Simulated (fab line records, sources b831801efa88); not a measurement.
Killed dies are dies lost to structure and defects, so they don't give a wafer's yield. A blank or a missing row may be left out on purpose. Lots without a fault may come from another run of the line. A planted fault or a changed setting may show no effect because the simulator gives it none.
Which tool did it? | flow sky130 | 13 lots, 39 wafers sampled, at 1 step of a route of 708

WHAT THE GAUGES READ, wafer by wafer
SKY_SD_N_TW_MEAS_12.
lot  | measured     | on            | SD_N_TW
L476 | day 27 17:38 | film_metro-02 | 3960 3982 3987
L477 | day 27 21:01 | film_metro-04 | 3907 3924 3911
L479 | day 29 06:25 | film_metro-02 | 3953 3951 3946
L483 | day 30 16:53 | film_metro-01 | 4090 4081 4092
L489 | day 32 16:50 | film_metro-01 | 4102 4090 4086
L490 | day 32 18:16 | film_metro-02 | 3969 3966 3960
L491 | day 33 01:49 | film_metro-02 | 3955 3966 3984
L494 | day 34 06:58 | film_metro-01 | 4113 4098 4108
L493 | day 34 10:50 | film_metro-01 | 4077 4065 4076
L495 | day 34 11:44 | film_metro-02 | 3975 3979 3969
L496 | day 34 13:46 | film_metro-01 | 4087 4076 4077
L497 | day 35 00:34 | film_metro-01 | 4076 4073 4077
L498 | day 35 03:47 | film_metro-02 | 3992 3991 3988

WHICH TOOL RAN EACH LOT (tool, then ch and the chambers of the sampled wafers, then the start)
The record holds no process step before these readings.

WHAT THE TOOLS THEMSELVES READ (means of the sampled wafers that have a number; where no wafer has one, the mark that the record gives instead)
The record holds no such reading with a usual standard deviation.

THE ANSWER, worked out from the rows above alone
Rule: what is usual is taken from the lots themselves. Put in order of their means at a reading, lots are off if they are a third of the lots or fewer, leave a main group of 4 or more, and stand apart from it by a gap of 3 or more times the standard deviation of the main group's means; of several such gaps the widest counts. A main group whose means are all the same, to the digits that the tables above print for the reading, isn't used. A lot without any number at a reading at which 4 lots or more have one is off too. The other lots that the step has rows for count as sound. The gauges are gone through in route order, then the tools' own readings, and for those a lot's mean is taken as printed above. The first step at which some lot is off is used, and at that step the reading that is off furthest; a lot without a number counts as furthest.
No lot is off at any reading shown: from this, nothing can be told.

WHAT THE SIMULATOR HAD PUT IN
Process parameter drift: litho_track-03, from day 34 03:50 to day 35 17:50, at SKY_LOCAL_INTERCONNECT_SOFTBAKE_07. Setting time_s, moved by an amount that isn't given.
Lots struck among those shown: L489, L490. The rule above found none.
